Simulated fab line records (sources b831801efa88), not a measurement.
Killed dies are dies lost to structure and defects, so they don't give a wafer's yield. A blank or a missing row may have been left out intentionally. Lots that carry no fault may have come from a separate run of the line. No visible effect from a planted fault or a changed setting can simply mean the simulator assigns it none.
fab line records | flow sky130
record: lots: 6 | wafers: 18 | lastDay: 50
route steps=708 shown METAL3@567 VIA3@573
lots that met no fault: from a run of the same line without faults
startH: start of the lot's first displayed wafer, in hours after the record's first day | waitH: hours since the lot's step before | " repeats the value in the row above | L1.1+2: several wafers, shown together as one row | - no value, or no start was given | * or withheld: withheld | < > ~ a bound
route shown NAME@n: NAME is a module with steps in the file, n the number in the route of the first one | usual: mean/standard deviation taken from wafers without a fault | same: alike in all rows | chamber/n: place in a boat | sites: each site's reading | _std_site: the standard deviation of these | _edge_site: inner sites' mean taken away from outer sites' mean | radiusMm: for every site, how far away it sits from the centre of the wafer | mask NAME#n: copy n | behind: tool/chamber where the wafer was last shaped | hold: reason for holding the lot/hours on hold/outcome of the hold | device: whichever transistor did not switch (one of n, p or np) | end of line: the route-end tests of the same wafers | a step without rows: its recipe alone | killed: the dies lost at the first sort to structure and to defects; this is not the yield of the wafer | map: per-die view of a wafer (x killed, . not killed, _ where there is no die)
set.NAME: setting as actually run; set.NAME@STEP: the setting as run at that earlier step | model.NAME: the simulator's own value behind a step, which no gauge read
a table for each step, a row for each wafer; lots at some steps of the route
services: a tool's chamber out of use, with start hour (startH, from the record's first day; less than 0 if before it), hours out, and reason
== steps ==
step: SKY_METAL3_ETCH_17
recipe: target: SiO2 | stopOn: TiN | chemistry: C4F8/O2/Ar | sourceW: 1500 | biasW: 1200 | pressureMtorr: 40 | c4f8FlowSccm: withheld | O2_flow_sccm: 6 | Ar_flow_sccm: 300 | timeS: 3.9 | targetDepthA: 150
usual: chamberPressureMTorr: 40.00/0.033 | oesProductAu: 0.755/0.0075
same: timeS: 3.9
lot.wafer | tool       | chamber | startH  | waitH | chamberPressureMTorr | oesProductAu | rfHoursCounterH
L175.3    | rieDiel-04 | 2       | 906.52  | 0.0   | 39.99                | 0.745        | 9
L175.4    | "          | 3       | "       | "     | 40.02                | 0.746        | 8
L175.5    | "          | 2       | "       | "     | 40.02                | 0.745        | -
L180.1    | rieDiel-03 | 2       | 947.17  | 0.1   | 39.93                | 0.751        | 7
L180.2    | "          | 3       | "       | "     | 39.98                | 0.754        | 11
L180.4    | "          | 2       | "       | "     | 40.01                | 0.756        | -
L191.1    | rieDiel-03 | 2       | 1022.19 | 0.1   | 39.98                | 0.740        | 10
L191.4    | "          | 1       | "       | "     | 40.00                | 0.738        | 2
L191.6    | "          | 3       | "       | "     | 40.00                | 0.746        | -
L192.1    | rieDiel-03 | 0       | 1034.62 | 0.1   | 40.04                | 0.757        | 11
L192.2    | "          | 2       | "       | "     | 39.94                | 0.745        | 10
L192.4    | "          | 3       | "       | "     | 40.07                | 0.760        | 14
L196.2    | rieDiel-02 | 3       | 1049.62 | 0.1   | 39.98                | 0.750        | 28
L196.4    | "          | 0       | "       | "     | 40.03                | 0.770        | -
L196.6    | "          | 3       | "       | "     | 39.94                | 0.756        | -
L197.3    | rieDiel-04 | 3       | 1061.59 | 0.0   | 40.03                | 0.742        | 12
L197.4    | "          | 2       | "       | "     | 39.96                | 0.759        | 12
L197.6    | "          | 1       | "       | "     | 40.02                | 0.761        | -
step: SKY_METAL3_METAL_ETCH_18
recipe: targetDepthA: 8450 | stopOn: SiO2 | overEtchFrac: 0.3 | timeS: 183.1 | chemistry: Cl2/BCl3 | resistSidewallDeg: 88 | pressureMtorr: 10 | icpW: 900 | biasW: 48.5 | Cl2_flow_sccm: 60 | bcl3FlowSccm: 30
usual: chamberPressureMTorr: 9.999/0.009 | drypumpMotorCurrentA: 5.7/0.34 | oesProductAu: 0.865/0.007 | throttleValvePct: 22.265/0.0093
same: timeS: 183.1
lot.wafer | tool        | chamber | startH  | waitH | chamberPressureMTorr | drypumpMotorCurrentA | oesProductAu | rfHoursCounterH | throttleValvePct
L175.3    | rieMetal-04 | 1       | 906.59  | 0.1   | 9.985                | 5.7                  | 0.867        | -               | 22.276
L175.4    | "           | 0       | "       | "     | 10.005               | 5.7                  | 0.879        | -               | 22.268
L175.5    | "           | 1       | "       | "     | 10.000               | 5.7                  | 0.871        | -               | 22.257
L180.1    | rieMetal-04 | 0       | 947.18  | 0.0   | 10.003               | 5.7                  | 0.870        | 18              | 22.262
L180.2    | "           | 1       | "       | "     | 9.992                | 5.7                  | 0.863        | 7               | 22.268
L180.4    | "           | 1       | "       | "     | 10.001               | 5.7                  | 0.862        | -               | 22.275
L191.1    | rieMetal-04 | 1       | 1022.21 | 0.0   | 9.999                | 5.7                  | 0.857        | 13              | 22.261
L191.4    | "           | 1       | "       | "     | 10.005               | 5.7                  | 0.863        | -               | 22.277
L191.6    | "           | 1       | "       | "     | 9.999                | 5.7                  | 0.856        | -               | 22.258
L192.1    | rieMetal-04 | 0       | 1034.64 | 0.0   | 10.014               | 5.7                  | 0.876        | 24              | 22.261
L192.2    | "           | 1       | "       | "     | 9.994                | 5.7                  | 0.869        | 13              | 22.263
L192.4    | "           | 1       | "       | "     | 10.007               | 5.7                  | 0.864        | -               | 22.264
L196.2    | rieMetal-03 | 1       | 1049.64 | 0.0   | 9.986                | 6.5                  | 0.854        | 11              | 22.248
L196.4    | "           | 0       | "       | "     | 9.991                | 5.6                  | 0.865        | -               | 22.267
L196.6    | "           | 1       | "       | "     | 10.000               | 6.4                  | 0.864        | -               | 22.266
L197.3    | rieMetal-03 | 0       | 1061.67 | 0.1   | 10.014               | 5.5                  | 0.872        | -               | 22.248
L197.4    | "           | 1       | "       | "     | 9.994                | 6.5                  | 0.858        | -               | 22.270
L197.6    | "           | 0       | "       | "     | 10.010               | 5.5                  | 0.864        | -               | 22.268
step: SKY_METAL3_STRIP_19
recipe: chemistry: O2/N2 | powerW: 1400 | pressureMtorr: 1500 | platenTempC: withheld | o2FlowSccm: 3000 | n2FlowSccm: 300 | overashFraction: 0.5
usual: chamberPressureMTorr: 1500.1/1.3 | drypumpMotorCurrentA: 5.9/0.37 | oesProductAu: 0.501/0.0059 | stripTimeToEndpointS: 6.50/0.099
lot.wafer | tool           | chamber | startH  | waitH | chamberPressureMTorr | drypumpMotorCurrentA | oesProductAu | rfHoursCounterH | stripTimeToEndpointS
L175.3    | plasmaAsher-02 | 0       | 906.75  | 0.1   | 1498.5               | 6.5                  | 0.505        | -               | 6.54
L175.4    | "              | 1       | "       | "     | 1500.7               | 5.8                  | 0.502        | -               | 6.42
L175.5    | "              | 0       | "       | "     | 1500.1               | 6.5                  | 0.509        | -               | 6.56
L180.1    | plasmaAsher-04 | 1       | 947.36  | 0.1   | 1501.1               | 6.0                  | 0.502        | 115             | 6.40
L180.2    | "              | 0       | "       | "     | 1502.5               | 5.6                  | 0.502        | 115             | 6.52
L180.4    | "              | 0       | "       | "     | 1500.7               | 5.6                  | 0.495        | -               | 6.52
L191.1    | plasmaAsher-04 | 0       | 1022.39 | 0.1   | 1499.5               | 5.6                  | 0.500        | 123             | 6.50
L191.4    | "              | 1       | "       | "     | 1499.3               | 6.0                  | 0.505        | -               | 6.46
L191.6    | "              | 1       | "       | "     | 1499.8               | 6.0                  | 0.506        | -               | 6.45
L192.1    | plasmaAsher-02 | 0       | 1034.81 | 0.1   | 1500.7               | 6.6                  | 0.499        | 54              | 6.41
L192.2    | "              | 1       | "       | "     | 1500.6               | 5.8                  | 0.502        | 54              | 6.53
L192.4    | "              | 1       | "       | "     | 1498.5               | 5.7                  | 0.507        | -               | 6.54
L196.2    | plasmaAsher-03 | 0       | 1049.81 | 0.1   | 1499.6               | 5.4                  | 0.504        | 32              | 6.69
L196.4    | "              | 0       | "       | "     | 1502.2               | 5.4                  | 0.499        | -               | 6.50
L196.6    | "              | 1       | "       | "     | 1501.4               | 6.4                  | 0.507        | -               | 6.59
L197.3    | plasmaAsher-03 | 1       | 1061.82 | 0.1   | 1500.1               | 6.4                  | 0.497        | -               | 6.46
L197.4    | "              | 0       | "       | "     | 1501.0               | 5.4                  | 0.515        | -               | 6.64
L197.6    | "              | 0       | "       | "     | 1501.9               | 5.4                  | 0.494        | -               | 6.47
step: SKY_METAL3_STRIP_20
recipe: chemistry: postEtchResidueRemover | timeS: 1200 | tempC: 72.5
step: SKY_METAL3_CLEAN_21
recipe: chemistry: IPA | timeS: 180 | tempC: 25
step: SKY_METAL3_CLEAN_22
recipe: chemistry: O3/DIW | dry: n2Spin
step: SKY_VIA3_HDPCVD_00
recipe: material: SiO2 | targetThkNm: 1635 | sigmaOpenFrac: 0.3 | timeS: 272.5 | tempC: 400 | sih4FlowSccm: 60 | pressureMtorr: 6
step: SKY_VIA3_THK_MEAS_01
recipe: reads: SiO2_of_VIA3_HDPCVD_00
usual: VIA3_HDPCVD_THK: 1632/15
lot.wafer | tool         | chamber | startH  | waitH | VIA3_HDPCVD_THK[nm]
L175.3    | filmMetro-04 | -       | 907.49  | 0.1   | 1626
L175.4    | "            | -       | "       | "     | 1641
L175.5    | "            | -       | "       | "     | 1652
L180.1    | filmMetro-03 | -       | 948.13  | 0.1   | 1614
L180.2    | "            | -       | "       | "     | 1643
L180.4    | "            | -       | "       | "     | 1664
L191.1    | filmMetro-02 | -       | 1023.24 | 0.2   | 1642
L191.4    | "            | -       | "       | "     | 1640
L191.6    | "            | -       | "       | "     | 1632
L192.1    | filmMetro-04 | -       | 1035.61 | 0.1   | 1624
L192.2    | "            | -       | "       | "     | 1622
L192.4    | "            | -       | "       | "     | 1631
L196.2    | filmMetro-04 | -       | 1051.06 | 0.1   | 1636
L196.4    | "            | -       | "       | "     | 1649
L196.6    | "            | -       | "       | "     | 1624
L197.3    | filmMetro-04 | -       | 1062.61 | 0.1   | 1643
L197.4    | "            | -       | "       | "     | 1643
L197.6    | "            | -       | "       | "     | 1634
step: SKY_VIA3_CMP_02
recipe: material: SiO2 | downForcePsi: 4 | platenRpm: 60 | padVelocityMS: 0.94248
usual: edgeZonePressureFrac: 1.000/0.0045 | motorCurrentA: 12.4/1.6
lot.wafer | tool   | chamber | startH  | waitH | edgeZonePressureFrac | motorCurrentA
L175.4    | cmp-02 | 0       | 907.72  | 0.2   | 0.996                | 11.7
L175.3    | "      | 1       | "       | "     | 1.006                | 13.0
L175.5    | "      | 2       | "       | "     | 1.001                | 13.6
L180.4    | cmp-01 | 1       | 948.19  | 0.0   | 1.004                | 8.6
L180.1    | "      | 2       | "       | "     | 1.000                | 13.8
L180.2    | "      | 3       | "       | "     | 0.996                | 11.1
L191.4    | cmp-02 | 3       | 1023.30 | 0.0   | 1.004                | 14.1
L191.1    | "      | 2       | "       | "     | 1.009                | 14.0
L191.6    | "      | 3       | "       | "     | 1.002                | 14.1
L192.1    | cmp-01 | 2       | 1035.72 | 0.1   | 1.003                | 12.9
L192.4    | "      | 3       | "       | "     | 1.003                | 12.0
L192.2    | "      | 0       | "       | "     | 0.997                | 14.4
L196.4    | cmp-01 | 0       | 1051.11 | 0.0   | 0.989                | 13.9
L196.2    | "      | 3       | "       | "     | 1.004                | 12.2
L196.6    | "      | 0       | "       | "     | 0.994                | 14.3
L197.4    | cmp-02 | 0       | 1062.70 | 0.1   | 0.996                | 10.7
L197.3    | "      | 1       | "       | "     | 1.009                | 13.3
L197.6    | "      | 3       | "       | "     | 1.005                | 13.9
step: SKY_VIA3_BOW_MEAS_03
recipe: mode: bow
usual: VIA3_BOW: 80/7.7
lot.wafer | tool         | chamber | startH  | waitH | VIA3_BOW[um]
L175.3    | filmMetro-02 | -       | 907.96  | 0.1   | 92
L175.4    | "            | -       | "       | "     | 83
L175.5    | "            | -       | "       | "     | 82
L180.1    | filmMetro-02 | -       | 948.49  | 0.2   | 79
L180.2    | "            | -       | "       | "     | 68
L180.4    | "            | -       | "       | "     | 75
L191.1    | filmMetro-04 | -       | 1023.60 | 0.1   | 78
L191.4    | "            | -       | "       | "     | 84
L191.6    | "            | -       | "       | "     | 84
L192.1    | filmMetro-02 | -       | 1035.97 | 0.2   | 75
L192.2    | "            | -       | "       | "     | 92
L192.4    | "            | -       | "       | "     | 87
L196.2    | filmMetro-02 | -       | 1051.43 | 0.1   | 82
L196.4    | "            | -       | "       | "     | 78
L196.6    | "            | -       | "       | "     | 95
L197.3    | filmMetro-04 | -       | 1062.99 | 0.2   | 85
L197.4    | "            | -       | "       | "     | 80
L197.6    | "            | -       | "       | "     | 78
step: SKY_VIA3_DEHYDRATE_04
recipe: tempC: 200 | timeS: 60
step: SKY_VIA3_HMDS_05
recipe: primeTimeS: 60 | primeTempC: 120
step: SKY_VIA3_COAT_06
recipe: resist: BARC | tempC: withheld | timeS: withheld | spinRpm: 3000 | resistThkNm: 60
usual: exhaustPa: 44.9/0.92
lot.wafer | tool          | chamber | startH  | waitH | exhaustPa
L175.3    | lithoTrack-04 | 0       | 919.46  | 0.1   | 43.7
L175.4    | "             | 0       | "       | "     | 43.7
L175.5    | "             | 0       | "       | "     | 44.1
L180.1    | lithoTrack-01 | 0       | 960.65  | 0.1   | 44.1
L180.2    | "             | 0       | "       | "     | 45.1
L180.4    | "             | 0       | "       | "     | 44.3
L191.1    | lithoTrack-04 | 0       | 1034.76 | 0.1   | 46.3
L191.4    | "             | 0       | "       | "     | 45.3
L191.6    | "             | 0       | "       | "     | 45.6
L192.1    | lithoTrack-04 | 0       | 1046.61 | 0.1   | 43.8
L192.2    | "             | 0       | "       | "     | 44.2
L192.4    | "             | 0       | "       | "     | 43.4
L196.2    | lithoTrack-01 | 0       | 1062.62 | 0.1   | 45.9
L196.4    | "             | 0       | "       | "     | 46.9
L196.6    | "             | 0       | "       | "     | 45.5
L197.3    | lithoTrack-03 | 0       | 1072.55 | 0.1   | 45.3
L197.4    | "             | 0       | "       | "     | 44.8
L197.6    | "             | 0       | "       | "     | 43.5
step: SKY_VIA3_COAT_07
recipe: resist: KrF-thick | spinRpm: 3000 | resistThkNm: 450
step: SKY_VIA3_SOFTBAKE_08
recipe: tempC: 100 | timeS: 90 | resist: KrF-thick
step: SKY_VIA3_EXPOSE_09
recipe: maskId: VIM3 | na: 0.8 | sourceShape: annular | sigmaInner: 0.55 | sigmaOuter: 0.85 | targetCdNm: 200 | doseMj: 38
step: SKY_VIA3_PEB_10
recipe: pebTempC: withheld | pebTimeS: withheld | resist: KrF-thick
step: SKY_VIA3_DEVELOP_11
recipe: developTimeS: 60 | resist: KrF-thick | devTempC: 21
step: SKY_VIA3_CD_MEAS_12
recipe: targetCdNm: 200
usual: cdNm: 200.2/1.5
lot.wafer | tool     | chamber | startH  | waitH | cdNm
L175.3    | cdSem-01 | -       | 932.64  | -     | 199.0
L175.4    | "        | -       | "       | "     | 200.0
L175.5    | "        | -       | "       | "     | 198.8
L180.1    | cdSem-02 | -       | 972.86  | -     | 197.9
L180.2    | "        | -       | "       | "     | 198.4
L180.4    | "        | -       | "       | "     | 198.3
L191.1    | cdSem-02 | -       | 1046.00 | -     | 202.5
L191.4    | "        | -       | "       | "     | 203.6
L191.6    | "        | -       | "       | "     | 203.8
L192.1    | cdSem-02 | -       | 1058.30 | -     | 200.2
L192.2    | "        | -       | "       | "     | 200.1
L192.4    | "        | -       | "       | "     | 200.0
L196.2    | cdSem-02 | -       | 1072.62 | -     | 201.8
L196.4    | "        | -       | "       | "     | 201.0
L196.6    | "        | -       | "       | "     | 201.2
L197.3    | cdSem-02 | -       | 1083.75 | -     | 199.7
L197.4    | "        | -       | "       | "     | 197.8
L197.6    | "        | -       | "       | "     | 199.5
step: SKY_VIA3_OVL_MEAS_13
usual: VIA3_OVL: -1/6.2
lot.wafer | tool       | chamber | startH  | waitH | VIA3_OVL[nm]
L175.3    | overlay-02 | -       | 932.73  | 0.1   | 10
L175.4    | "          | -       | "       | "     | 4
L175.5    | "          | -       | "       | "     | 7
L180.1    | overlay-02 | -       | 972.98  | 0.1   | -3
L180.2    | "          | -       | "       | "     | -3
L180.4    | "          | -       | "       | "     | -4
L191.1    | overlay-01 | -       | 1046.12 | 0.1   | 9
L191.4    | "          | -       | "       | "     | 9
L191.6    | "          | -       | "       | "     | 6
L192.1    | overlay-02 | -       | 1058.42 | 0.1   | -2
L192.2    | "          | -       | "       | "     | 8
L192.4    | "          | -       | "       | "     | -6
L196.2    | overlay-01 | -       | 1072.72 | 0.1   | 1
L196.4    | "          | -       | "       | "     | 10
L196.6    | "          | -       | "       | "     | 1
L197.3    | overlay-02 | -       | 1083.84 | 0.1   | -3
L197.4    | "          | -       | "       | "     | -10
L197.6    | "          | -       | "       | "     | -7
step: SKY_VIA3_ETCH_14
recipe: chemistry: N2/H2 | target: BARC | ionEnergyEv: 200 | sourceW: 500 | biasW: 100 | pressureMtorr: 30 | n2FlowSccm: 100 | h2FlowSccm: 200 | stopOn: SiO2 | timeS: 45.9 | targetDepthA: 600
usual: chamberPressureMTorr: 30.00/0.031 | drypumpMotorCurrentA: 5.7/0.44 | oesProductAu: 0.855/0.0049 | throttleValvePct: 13.223/0.0083
same: timeS: 45.9
lot.wafer | tool       | chamber | startH  | waitH | chamberPressureMTorr | drypumpMotorCurrentA | oesProductAu | rfHoursCounterH | throttleValvePct | model.etch.depthNm
L175.3    | rieDiel-03 | 0       | 932.75  | 0.0   | 30.02                | 5.8                  | 0.855        | 8               | 13.226           | 60.18
L175.4    | "          | 3       | "       | "     | 30.04                | 6.0                  | 0.853        | 11              | 13.213           | 60.04
L175.5    | "          | 1       | "       | "     | 30.03                | 6.0                  | 0.853        | -               | 13.232           | 60.24
L180.1    | rieDiel-02 | 0       | 973.02  | 0.0   | 30.05                | 5.8                  | 0.851        | 12              | 13.212           | 59.86
L180.2    | "          | 3       | "       | "     | 30.07                | 5.1                  | 0.851        | 24              | 13.216           | 59.88
L180.4    | "          | 3       | "       | "     | 29.98                | 5.1                  | 0.858        | -               | 13.223           | 59.82
L191.1    | rieDiel-03 | 1       | 1046.15 | 0.0   | 30.04                | 5.9                  | 0.856        | 3               | 13.213           | 59.96
L191.4    | "          | 0       | "       | "     | 29.98                | 5.8                  | 0.861        | 12              | 13.229           | 59.97
L191.6    | "          | 3       | "       | "     | 30.00                | 6.0                  | 0.865        | -               | 13.211           | 62.03
L192.1    | rieDiel-03 | 1       | 1058.46 | 0.0   | 29.95                | 5.9                  | 0.857        | 3               | 13.229           | 59.95
L192.2    | "          | 0       | "       | "     | 29.96                | 5.8                  | 0.880        | 12              | 13.228           | 61.92
L192.4    | "          | 2       | "       | "     | 29.99                | 4.9                  | 0.856        | -               | 13.210           | 59.9
L196.2    | rieDiel-02 | 3       | 1072.75 | 0.0   | 30.00                | 5.1                  | 0.855        | 29              | 13.233           | 60.21
L196.4    | "          | 1       | "       | "     | 30.02                | 5.4                  | 0.859        | 5               | 13.242           | 60.33
L196.6    | "          | 3       | "       | "     | 30.02                | 5.1                  | 0.867        | -               | 13.224           | 60.29
L197.3    | rieDiel-02 | 2       | 1083.87 | 0.0   | 30.05                | 5.7                  | 0.856        | 28              | 13.219           | 60.08
L197.4    | "          | 3       | "       | "     | 29.99                | 5.1                  | 0.857        | 29              | 13.220           | 60.13
L197.6    | "          | 3       | "       | "     | 29.96                | 5.1                  | 0.863        | -               | 13.221           | 60.07
step: SKY_VIA3_ETCH_15
recipe: target: SiO2 | chemistry: C4F8/O2/Ar | targetDepthNm: 507 | stopOn: TiN | maskMaterial: KrF-thick | sourceW: 1500 | biasW: 1200 | pressureMtorr: 40 | c4f8FlowSccm: withheld | O2_flow_sccm: 6 | Ar_flow_sccm: 300 | timeS: 78
usual: chamberPressureMTorr: 40.00/0.039 | oesProductAu: 0.946/0.0046
same: timeS: 78
lot.wafer | tool       | chamber | startH  | waitH | chamberPressureMTorr | oesProductAu | rfHoursCounterH
L175.3    | rieDiel-03 | 0       | 932.79  | 0.0   | 40.05                | 0.943        | 8
L175.4    | "          | 3       | "       | "     | 40.00                | 0.948        | 11
L175.5    | "          | 1       | "       | "     | 40.00                | 0.954        | -
L180.1    | rieDiel-02 | 0       | 973.06  | 0.0   | 39.98                | 0.948        | 12
L180.2    | "          | 3       | "       | "     | 40.00                | 0.950        | 24
L180.4    | "          | 3       | "       | "     | 40.05                | 0.941        | -
L191.1    | rieDiel-03 | 1       | 1046.20 | 0.0   | 39.94                | 0.957        | 3
L191.4    | "          | 0       | "       | "     | 39.96                | 0.942        | 12
L191.6    | "          | 3       | "       | "     | 39.97                | 0.950        | -
L192.1    | rieDiel-03 | 1       | 1058.50 | 0.0   | 39.99                | 0.948        | 3
L192.2    | "          | 0       | "       | "     | 40.04                | 0.940        | 12
L192.4    | "          | 2       | "       | "     | 40.06                | 0.950        | -
L196.2    | rieDiel-02 | 3       | 1072.80 | 0.0   | 40.00                | 0.947        | 29
L196.4    | "          | 1       | "       | "     | 39.91                | 0.937        | 5
L196.6    | "          | 3       | "       | "     | 40.03                | 0.944        | -
L197.3    | rieDiel-02 | 2       | 1083.91 | 0.0   | 40.05                | 0.941        | 28
L197.4    | "          | 3       | "       | "     | 40.02                | 0.946        | 29
L197.6    | "          | 3       | "       | "     | 40.03                | 0.946        | -
== services ==
tool           | chamber | startH  | hours | kind
cmp-02         | -       | 884.18  | 3.6   | pm
cmp-01         | -       | 898.90  | 2.1   | repair
cmp-02         | -       | 912.00  | 4.0   | pm
rieDiel-04     | 2       | 913.41  | 15.3  | repair
rieDiel-02     | 2       | 930.95  | 2.9   | repair
rieDiel-04     | 2       | 931.10  | 8.4   | repair
rieDiel-02     | 1       | 935.19  | 132.0 | repair
plasmaAsher-03 | -       | 936.56  | 0.6   | repair
rieDiel-04     | -       | 961.83  | 2.8   | pm
plasmaAsher-03 | -       | 966.15  | 0.8   | repair
rieDiel-04     | -       | 968.13  | 4.3   | pm
rieDiel-02     | 3       | 975.59  | 6.5   | repair
cmp-01         | -       | 984.11  | 5.5   | repair
cmp-02         | -       | 994.94  | 0.5   | repair
rieDiel-02     | -       | 998.64  | 4.3   | pm
rieMetal-04    | 0       | 1001.31 | 3.9   | repair
rieDiel-03     | -       | 1002.20 | 2.8   | pm
rieDiel-03     | 1       | 1008.56 | 5.7   | repair
cmp-01         | -       | 1012.44 | 4.8   | pm
cmp-02         | -       | 1025.75 | 2.5   | repair
rieDiel-03     | 3       | 1053.23 | 6.1   | repair
cmp-02         | -       | 1063.35 | 1.0   | repair
rieDiel-02     | 0       | 1078.39 | 1.9   | repair
rieDiel-03     | 1       | 1081.83 | 3.0   | repair
== key ==
firstSign: step: SKY_VIA3_ETCH_14 | reading: oesProductAu | direction: up | sigmas: 3.6 | usual: 0.855 | struck: 0.873
effect none on later readings
modelEffect: step: SKY_VIA3_ETCH_14 | value: etch.depthNm | without: 59.99 | struck: 61.97
metAt SKY_VIA3_COAT_06
struckWafers L191.6,L192.2
onsetBetween 919.46 1034.76
fault: kind: processParameterDrift | tool: lithoTrack-04 | chamber: - | onsetH: 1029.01 | steps: SKY_VIA3_COAT_06 | channel: resistThkNm | offset: 1.9849 | shape: step | endH: 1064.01 | scope: struckWafersOnly | actsIn: theseRecipesOnly | stated: 60
